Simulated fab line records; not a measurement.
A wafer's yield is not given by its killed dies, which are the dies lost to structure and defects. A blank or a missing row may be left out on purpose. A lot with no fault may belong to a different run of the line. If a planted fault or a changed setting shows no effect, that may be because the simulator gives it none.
fab line records | flow gf180mcu
record: lots: 12 | wafers: 36 | last_day: 33
route steps=602 shown STI@30 HV_LDD@213 PSD@259 SALICIDE@281
lots with no fault: from the same line, run without faults
start_h: hours from the record's first day to the start of the lot's first wafer shown | wait_h: how many hours have passed since the lot's step before this one | " as in the row above | L1.1+2: a single row standing in for several wafers | - no value, or no start was given | * or withheld: withheld | < > ~ a bound
route shown NAME@n: a module of which the file shows steps, and the number in the route of the first | usual: average and standard deviation across the fault-free wafers | same: alike in all rows | chamber/n: place in a boat | sites: each site's reading | _std_site: the standard deviation of these | _edge_site: outer sites' mean less inner sites' | radius_mm: for every site, how far away it sits from the centre of the wafer | mask NAME#n: copy n | behind: tool/chamber where the wafer was last shaped | hold: why the lot went on hold/how many hours it stayed there/how the hold came to an end | device: which transistor (n, p or np) failed to switch | end of line: tests run on the same wafers once the route is complete | where a step has no rows: the recipe by itself | killed: the dies lost at the first sort to structure and to defects; this is not the yield of the wafer | map: a wafer's dies, x killed, . not, _ none there
set.NAME: the setting the step ran with; set.NAME@STEP: the setting that earlier step ran with | model.NAME: the simulator's own value behind a step, which no gauge read
route steps across a sampled set of lots; one table per step, one row per wafer
services: a tool's chamber out of use, with start hour (start_h, from the record's first day; less than 0 if before it), hours out, and reason
== steps ==
step: GF_STI_OXIDATION_29
recipe: temp_c: 900 | ambient: O2 | stabilise_s: 600 | purge_s: 300 | target_thk_a: 100 | ox_time_s: 1418
usual: spike_tc_bottom_C: 917.5/2.1 | spike_tc_centre_C: 900.3/1 | spike_tc_lower_C: 901.3/1.2 | spike_tc_top_C: 911.0/1.1 | spike_tc_upper_C: 901.0/1 | tube_center_temp_C: 899.99/0.08 | tube_center_temp_C_max: 902.3/0.46 | zone_power_bottom_pct: 27.9/0.41
lot.wafer | tool       | chamber | start_h | wait_h | spike_tc_bottom_C | spike_tc_centre_C | spike_tc_lower_C | spike_tc_top_C | spike_tc_upper_C | tube_center_temp_C | tube_center_temp_C_max | zone_power_bottom_pct
L211.1    | furnace-01 | 0       | 28.59   | 0.0    | 916.8             | 900.4             | 900.7            | 909.8          | 901.4            | 900.11             | 902.1                  | 28.3
L211.2    | "          | 0       | "       | "      | 917.1             | 899.3             | 902.6            | 913.0          | 902.0            | 899.86             | 901.7                  | 28.5
L211.6    | "          | 0       | "       | "      | 915.7             | 900.1             | 900.9            | 912.0          | 901.4            | 900                | 902.0                  | 27.7
L212.4    | furnace-01 | 0       | 33.81   | 0.0    | 915.9             | 899.0             | 900.1            | 910.8          | 900.2            | 899.93             | 901.8                  | 27.6
L212.5    | "          | 0       | "       | "      | 917.2             | 901.7             | 900.3            | 912.7          | 900.6            | 899.98             | 901.7                  | 28.1
L212.6    | "          | 0       | "       | "      | 916.6             | 901.2             | 900.7            | 912.1          | 901.0            | 900.01             | 902.2                  | 28.0
L213.1    | furnace-01 | 0       | 39.84   | 1.4    | 917.1             | 900.5             | 900.4            | 911.0          | 901.0            | 899.98             | 902.3                  | 27.7
L213.2    | "          | 0       | "       | "      | 916.0             | 898.7             | 898.8            | 909.4          | 898.9            | 899.86             | 902.2                  | 27.6
L213.5    | "          | 0       | "       | "      | 918.3             | 901.3             | 899.2            | 910.1          | 901.8            | 900                | 902.5                  | 28.5
L214.1    | furnace-02 | 0       | 45.02   | 0.0    | 921.7             | 899.3             | 902.1            | 910.0          | 902.0            | 900.04             | 902.0                  | 27.6
L214.4    | "          | 0       | "       | "      | 921.3             | 901.0             | 902.0            | 910.4          | 901.4            | 899.93             | 902.3                  | 27.7
L214.6    | "          | 0       | "       | "      | 920.2             | 901.6             | 904.3            | 909.9          | 902.3            | 899.86             | 902.4                  | 26.6
L215.2    | furnace-01 | 0       | 48.75   | 0.0    | 918.0             | 900.7             | 900.6            | 910.8          | 901.7            | 900.06             | 902.0                  | 27.8
L215.5    | "          | 0       | "       | "      | 915.4             | 899.4             | 902.4            | 913.5          | 901.3            | 899.96             | 901.9                  | 27.9
L215.6    | "          | 0       | "       | "      | 917.4             | 900.6             | 901.4            | 910.6          | 900.0            | 899.98             | 901.9                  | 27.5
L216.2    | furnace-02 | 0       | 53.85   | 0.0    | 922.0             | 899.8             | 903.2            | 909.0          | 902.4            | 899.88             | 902.2                  | 27.5
L216.3    | "          | 0       | "       | "      | 922.0             | 901.4             | 903.0            | 910.4          | 901.3            | 900.07             | 902.2                  | 27.1
L216.5    | "          | 0       | "       | "      | 921.3             | 901.1             | 902.7            | 909.9          | 901.0            | 900.07             | 902.2                  | 27.3
L218.3    | furnace-01 | 0       | 64.76   | 0.0    | 917.3             | 899.1             | 901.9            | 911.7          | 900.7            | 900                | 902.4                  | 28.1
L218.4    | "          | 0       | "       | "      | 916.3             | 899.7             | 901.0            | 912.9          | 900.9            | 899.92             | 902.7                  | 27.6
L218.5    | "          | 0       | "       | "      | 917.0             | 898.5             | 899.1            | 909.9          | 900.7            | 899.94             | 902.3                  | 28.2
L219.1    | furnace-01 | 0       | 72.88   | 1.5    | 914.7             | 900.4             | 901.4            | 910.0          | 901.2            | 900.02             | 902.0                  | 28.0
L219.3    | "          | 0       | "       | "      | 918.0             | 900.5             | 898.9            | 911.5          | 899.2            | 900.01             | 902.7                  | 28.0
L219.4    | "          | 0       | "       | "      | 917.5             | 900.7             | 899.7            | 908.5          | 900.4            | 899.93             | 902.1                  | 27.9
L221.2    | furnace-01 | 0       | 88.78   | 4.1    | 918.0             | 899.7             | 901.0            | 909.4          | 900.9            | 899.94             | 901.6                  | 28.0
L221.5    | "          | 0       | "       | "      | 919.1             | 900.4             | 900.7            | 910.5          | 901.0            | 899.91             | 902.2                  | 27.4
L221.6    | "          | 0       | "       | "      | 915.9             | 899.6             | 901.2            | 911.8          | 901.5            | 899.95             | 902.1                  | 28.1
L223.2    | furnace-02 | 0       | 93.94   | 0.0    | 920.6             | 900.7             | 904.3            | 908.7          | 900.6            | 900                | 901.7                  | 27.3
L223.3    | "          | 0       | "       | "      | 921.0             | 901.6             | 901.8            | 910.5          | 901.3            | 900.07             | 902.6                  | 27.0
L223.4    | "          | 0       | "       | "      | 921.0             | 899.8             | 903.8            | 912.0          | 901.9            | 900.12             | 902.8                  | 27.4
L227.1    | furnace-01 | 0       | 115.23  | 0.9    | 895.2             | 881.0             | 880.1            | 889.8          | 878.9            | 878.52             | 880.8                  | 26.9
L227.2    | "          | 0       | "       | "      | 893.6             | 880.5             | 879.8            | 890.9          | 880.1            | 878.55             | 883.3                  | 26.4
L227.3    | "          | 0       | "       | "      | 895.8             | 877.4             | 880.3            | 890.4          | 880.8            | 878.55             | 880.6                  | 26.6
L229.1    | furnace-01 | 0       | 125.67  | 1.7    | 894.2             | 877.7             | 879.3            | 889.6          | 879.7            | 878.48             | 880.6                  | 26.5
L229.2    | "          | 0       | "       | "      | 893.1             | 878.3             | 878.4            | 889.3          | 878.8            | 878.58             | 880.7                  | 27.1
L229.4    | "          | 0       | "       | "      | 895.6             | 879.2             | 880.1            | 891.9          | 881.3            | 878.41             | 880.3                  | 26.8
step: GF_STI_THK_MEAS_30
recipe: reads: SiO2_of_STI_OXIDATION_29
usual: STI_OXIDATION_02_THK: 9.95/0.19
lot.wafer | tool          | chamber | start_h | wait_h | STI_OXIDATION_02_THK[nm]
L211.1    | film_metro-01 | -       | 29.98   | 0.0    | 9.78
L211.2    | "             | -       | "       | "      | 9.88
L211.6    | "             | -       | "       | "      | 9.89
L212.4    | film_metro-02 | -       | 35.23   | 0.0    | 10.03
L212.5    | "             | -       | "       | "      | 10.03
L212.6    | "             | -       | "       | "      | 10.10
L213.1    | film_metro-04 | -       | 41.23   | 0.0    | 10.26
L213.2    | "             | -       | "       | "      | 10.22
L213.5    | "             | -       | "       | "      | 10.03
L214.1    | film_metro-01 | -       | 46.42   | 0.0    | 10.27
L214.4    | "             | -       | "       | "      | 10.17
L214.6    | "             | -       | "       | "      | 9.99
L215.2    | film_metro-04 | -       | 50.15   | 0.0    | 9.76
L215.5    | "             | -       | "       | "      | 9.87
L215.6    | "             | -       | "       | "      | 9.83
L216.2    | film_metro-04 | -       | 55.26   | 0.0    | 9.70
L216.3    | "             | -       | "       | "      | 9.68
L216.5    | "             | -       | "       | "      | 9.72
L218.3    | film_metro-02 | -       | 66.18   | 0.0    | 9.80
L218.4    | "             | -       | "       | "      | 9.98
L218.5    | "             | -       | "       | "      | 9.79
L219.1    | film_metro-02 | -       | 74.27   | 0.0    | 10.41
L219.3    | "             | -       | "       | "      | 10.59
L219.4    | "             | -       | "       | "      | 10.22
L221.2    | film_metro-01 | -       | 90.18   | 0.0    | 10.18
L221.5    | "             | -       | "       | "      | 10.30
L221.6    | "             | -       | "       | "      | 9.97
L223.2    | film_metro-02 | -       | 95.35   | 0.0    | 9.89
L223.3    | "             | -       | "       | "      | 9.89
L223.4    | "             | -       | "       | "      | 10.05
L227.1    | film_metro-02 | -       | 116.62  | 0.0    | 7.92
L227.2    | "             | -       | "       | "      | 8.06
L227.3    | "             | -       | "       | "      | 7.70
L229.1    | film_metro-01 | -       | 127.07  | 0.0    | 7.83
L229.2    | "             | -       | "       | "      | 7.68
L229.4    | "             | -       | "       | "      | 7.80
step: GF_HV_LDD_STRIP_37
recipe: chemistry: O2/N2 | power_w: 1400 | pressure_mtorr: 1500 | platen_temp_c: 250 | o2_flow_sccm: 3000 | n2_flow_sccm: 300 | overash_fraction: 0.5
usual: drypump_motor_current_A: 5.8/0.34 | heater_power_w: 320/31 | oes_product_au: 0.716/0.0047 | strip_time_to_endpoint_s: 12.63/0.033
lot.wafer | tool            | chamber | start_h | wait_h | drypump_motor_current_A | heater_power_w | oes_product_au | rf_hours_counter_h | strip_time_to_endpoint_s
L211.1    | plasma_asher-02 | 0       | 250.37  | 0.1    | 6.1                     | 287            | 0.720          | 61                 | 12.66
L211.2    | "               | 1       | "       | "      | 5.9                     | 339            | 0.723          | 61                 | 12.64
L211.6    | "               | 0       | "       | "      | 6.0                     | 291            | 0.716          | -                  | 12.65
L212.4    | plasma_asher-02 | 1       | 256.66  | 0.1    | 6.0                     | 351            | 0.720          | -                  | 12.61
L212.5    | "               | 0       | "       | "      | 6.1                     | 287            | 0.719          | -                  | 12.61
L212.6    | "               | 1       | "       | "      | 6.0                     | 344            | 0.716          | -                  | 12.58
L213.1    | plasma_asher-03 | 1       | 268.62  | 0.1    | 5.4                     | 283            | 0.723          | 68                 | 12.65
L213.2    | "               | 0       | "       | "      | 5.5                     | 370            | 0.719          | 68                 | 12.63
L213.5    | "               | 1       | "       | "      | 5.4                     | 297            | 0.714          | -                  | 12.62
L214.1    | plasma_asher-03 | 1       | 276.36  | 0.1    | 5.4                     | 291            | 0.721          | 68                 | 12.56
L214.4    | "               | 1       | "       | "      | 5.4                     | 300            | 0.718          | -                  | 12.59
L214.6    | "               | 0       | "       | "      | 5.5                     | 380            | 0.718          | -                  | 12.61
L215.2    | plasma_asher-02 | 0       | 282.70  | 0.1    | 6.0                     | 285            | 0.707          | 65                 | 12.60
L215.5    | "               | 0       | "       | "      | 6.0                     | 288            | 0.718          | -                  | 12.59
L215.6    | "               | 1       | "       | "      | 6.0                     | 343            | 0.712          | -                  | 12.57
L216.2    | plasma_asher-04 | 1       | 290.35  | 0.1    | 5.5                     | 313            | 0.707          | 15                 | 12.66
L216.3    | "               | 1       | "       | "      | 5.4                     | 316            | 0.710          | -                  | 12.60
L216.5    | "               | 0       | "       | "      | 6.4                     | 315            | 0.717          | -                  | 12.68
L218.3    | plasma_asher-03 | 1       | 308.49  | 0.1    | 5.5                     | 290            | 0.708          | -                  | 12.61
L218.4    | "               | 0       | "       | "      | 5.5                     | 371            | 0.708          | -                  | 12.64
L218.5    | "               | 1       | "       | "      | 5.5                     | 292            | 0.720          | -                  | 12.64
L219.1    | plasma_asher-02 | 0       | 316.87  | 0.1    | 6.0                     | 282            | 0.715          | 69                 | 12.63
L219.3    | "               | 1       | "       | "      | 5.9                     | 349            | 0.713          | -                  | 12.61
L219.4    | "               | 0       | "       | "      | 6.0                     | 286            | 0.718          | -                  | 12.67
L221.2    | plasma_asher-02 | 0       | 343.47  | 0.1    | 6.1                     | 290            | 0.713          | 72                 | 12.61
L221.5    | "               | 0       | "       | "      | 6.0                     | 289            | 0.714          | -                  | 12.61
L221.6    | "               | 1       | "       | "      | 5.9                     | 351            | 0.702          | -                  | 12.59
L223.2    | plasma_asher-03 | 0       | 349.75  | 0.1    | 5.5                     | 369            | 0.717          | 76                 | 12.58
L223.3    | "               | 0       | "       | "      | 5.5                     | 355            | 0.712          | -                  | 12.58
L223.4    | "               | 1       | "       | "      | 5.4                     | 292            | 0.712          | -                  | 12.59
L227.1    | plasma_asher-02 | 1       | 385.45  | 0.1    | 6.0                     | 353            | 0.711          | 76                 | 12.64
L227.2    | "               | 0       | "       | "      | 6.1                     | 283            | 0.718          | 76                 | 12.61
L227.3    | "               | 0       | "       | "      | 6.0                     | 294            | 0.718          | -                  | 12.59
L229.1    | plasma_asher-03 | 0       | 398.51  | 0.1    | 5.5                     | 361            | 0.709          | 81                 | 12.61
L229.2    | "               | 1       | "       | "      | 5.4                     | 296            | 0.717          | 81                 | 12.62
L229.4    | "               | 0       | "       | "      | 5.5                     | 367            | 0.725          | -                  | 12.60
step: GF_PSD_TW_MEAS_11
usual: PSD_TW: 3202/15
lot.wafer | tool          | chamber | start_h | wait_h | PSD_TW
L211.1    | film_metro-03 | -       | 315.06  | 0.1    | 3200
L211.2    | "             | -       | "       | "      | 3192
L211.6    | "             | -       | "       | "      | 3195
L212.4    | film_metro-01 | -       | 320.75  | 0.1    | 3158
L212.5    | "             | -       | "       | "      | 3163
L212.6    | "             | -       | "       | "      | 3159
L213.1    | film_metro-04 | -       | 333.28  | 0.1    | 3206
L213.2    | "             | -       | "       | "      | 3197
L213.5    | "             | -       | "       | "      | 3206
L214.1    | film_metro-04 | -       | 343.24  | 0.1    | 3228
L214.4    | "             | -       | "       | "      | 3207
L214.6    | "             | -       | "       | "      | 3226
L215.2    | film_metro-01 | -       | 348.54  | 0.1    | 3221
L215.5    | "             | -       | "       | "      | 3192
L215.6    | "             | -       | "       | "      | 3192
L216.2    | film_metro-03 | -       | 357.72  | 0.1    | 3211
L216.3    | "             | -       | "       | "      | 3218
L216.5    | "             | -       | "       | "      | 3217
L218.3    | film_metro-04 | -       | 376.44  | 0.1    | 3193
L218.4    | "             | -       | "       | "      | 3195
L218.5    | "             | -       | "       | "      | 3202
L219.1    | film_metro-01 | -       | 386.93  | 0.1    | 3215
L219.3    | "             | -       | "       | "      | 3200
L219.4    | "             | -       | "       | "      | 3209
L221.2    | film_metro-01 | -       | 414.02  | 0.1    | 3190
L221.5    | "             | -       | "       | "      | 3227
L221.6    | "             | -       | "       | "      | 3188
L223.2    | film_metro-03 | -       | 420.84  | 0.1    | 3230
L223.3    | "             | -       | "       | "      | 3219
L223.4    | "             | -       | "       | "      | 3223
L227.1    | film_metro-03 | -       | 461.46  | 0.1    | 3206
L227.2    | "             | -       | "       | "      | 3202
L227.3    | "             | -       | "       | "      | 3186
L229.1    | film_metro-01 | -       | 474.28  | 0.1    | 3204
L229.2    | "             | -       | "       | "      | 3198
L229.4    | "             | -       | "       | "      | 3190
step: GF_SALICIDE_SPUTTER_03
recipe: material: TiN | target_thk_nm: 20 | power_w: 6500 | time_s: 16.7 | chamber_pressure_pa: 0.4
usual: throttle_valve_pct: 30.3/0.99
lot.wafer | tool           | chamber | start_h | wait_h | throttle_valve_pct
L211.1    | pvd_sputter-03 | -       | 337.72  | 0.0    | 30.4
L211.2    | "              | -       | "       | "      | 31.0
L211.6    | "              | -       | "       | "      | 30.3
L212.4    | pvd_sputter-02 | -       | 342.05  | 0.0    | 30.3
L212.5    | "              | -       | "       | "      | 30.7
L212.6    | "              | -       | "       | "      | 30.4
L213.1    | pvd_sputter-03 | -       | 356.27  | 0.0    | 30.3
L213.2    | "              | -       | "       | "      | 30.4
L213.5    | "              | -       | "       | "      | 30.5
L214.1    | pvd_sputter-02 | -       | 366.19  | 0.0    | 30.7
L214.4    | "              | -       | "       | "      | 30.6
L214.6    | "              | -       | "       | "      | 29.2
L215.2    | pvd_sputter-03 | -       | 371.57  | 0.0    | 30.2
L215.5    | "              | -       | "       | "      | 30.4
L215.6    | "              | -       | "       | "      | 31.4
L216.2    | pvd_sputter-03 | -       | 380.52  | 0.0    | 31.0
L216.3    | "              | -       | "       | "      | 31.5
L216.5    | "              | -       | "       | "      | 31.8
L218.3    | pvd_sputter-03 | -       | 400.37  | 0.0    | 30.4
L218.4    | "              | -       | "       | "      | 30.4
L218.5    | "              | -       | "       | "      | 31.1
L219.1    | pvd_sputter-02 | -       | 411.45  | 0.0    | 29.4
L219.3    | "              | -       | "       | "      | 30.1
L219.4    | "              | -       | "       | "      | 30.5
L221.2    | pvd_sputter-02 | -       | 439.02  | 0.0    | 30.5
L221.5    | "              | -       | "       | "      | 30.9
L221.6    | "              | -       | "       | "      | 29.0
L223.2    | pvd_sputter-01 | -       | 445.99  | 0.0    | 31.4
L223.3    | "              | -       | "       | "      | 28.4
L223.4    | "              | -       | "       | "      | 31.0
L227.1    | pvd_sputter-01 | -       | 486.81  | 0.0    | 28.4
L227.2    | "              | -       | "       | "      | 31.0
L227.3    | "              | -       | "       | "      | 31.3
L229.1    | pvd_sputter-02 | -       | 499.24  | 0.0    | 30.2
L229.2    | "              | -       | "       | "      | 29.3
L229.4    | "              | -       | "       | "      | 30.2
== services ==
tool            | chamber | start_h | hours | kind
plasma_asher-02 | -       | 47.07   | 4.6   | repair
pvd_sputter-02  | -       | 90.63   | 0.5   | repair
pvd_sputter-02  | -       | 135.86  | 2.2   | repair
pvd_sputter-03  | -       | 147.43  | 1.8   | repair
pvd_sputter-03  | -       | 209.85  | 4.6   | repair
plasma_asher-03 | -       | 216.35  | 2.8   | repair
pvd_sputter-02  | -       | 238.48  | 0.8   | repair
plasma_asher-03 | -       | 262.51  | 2.7   | repair
plasma_asher-03 | -       | 265.25  | 2.8   | pm
pvd_sputter-02  | -       | 270.15  | 11.4  | repair
pvd_sputter-02  | -       | 274.03  | 2.4   | repair
furnace-01      | -       | 279.64  | 2.8   | pm
plasma_asher-03 | -       | 288.81  | 4.3   | pm
pvd_sputter-02  | -       | 316.62  | 0.6   | repair
pvd_sputter-02  | -       | 335.65  | 5.9   | repair
pvd_sputter-03  | -       | 348.70  | 4.4   | repair
furnace-01      | -       | 362.99  | 3.7   | pm
pvd_sputter-02  | -       | 366.32  | 24.3  | repair
furnace-01      | -       | 399.58  | 4.6   | pm
plasma_asher-03 | -       | 421.25  | 9.0   | pm
furnace-01      | -       | 447.24  | 2.9   | pm
plasma_asher-02 | -       | 466.79  | 1.6   | repair
pvd_sputter-03  | -       | 472.35  | 2.2   | repair
pvd_sputter-02  | -       | 481.43  | 16.1  | repair
== key ==
first_sign: step: GF_STI_OXIDATION_29 | reading: tube_center_temp_C | direction: down | sigmas: 99+ | usual: * | struck: *
effect: step: GF_STI_OXIDATION_29 | reading: tube_center_temp_C_max | direction: down | sigmas: 47 | usual: * | struck: *
effect: step: GF_STI_THK_MEAS_30 | reading: STI_OXIDATION_02_THK | direction: down | sigmas: 11 | usual: 9.95 | struck: 7.83
met_at GF_STI_OXIDATION_29
struck_lots L227,L229
tester_left_out L227,L229
not_acting_at GF_HV_LDD_STRIP_37,GF_PSD_TW_MEAS_11,GF_SALICIDE_SPUTTER_03
onset_between 88.78 115.23
fault: kind: process_parameter_drift | tool: furnace-01 | chamber: - | onset_h: 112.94 | steps: GF_STI_OXIDATION_29 | channel: temp_c | offset: * | shape: step | end_h: 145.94 | acts_in: * | stated: *
tester_left_out: of these lots the tester's yield and bins aren't shown, on N5 and GAA mostly nor the transistor test; their killed dies are dies lost to structure and defects alone, not to doping, threshold or leakage, so they don't give the yield
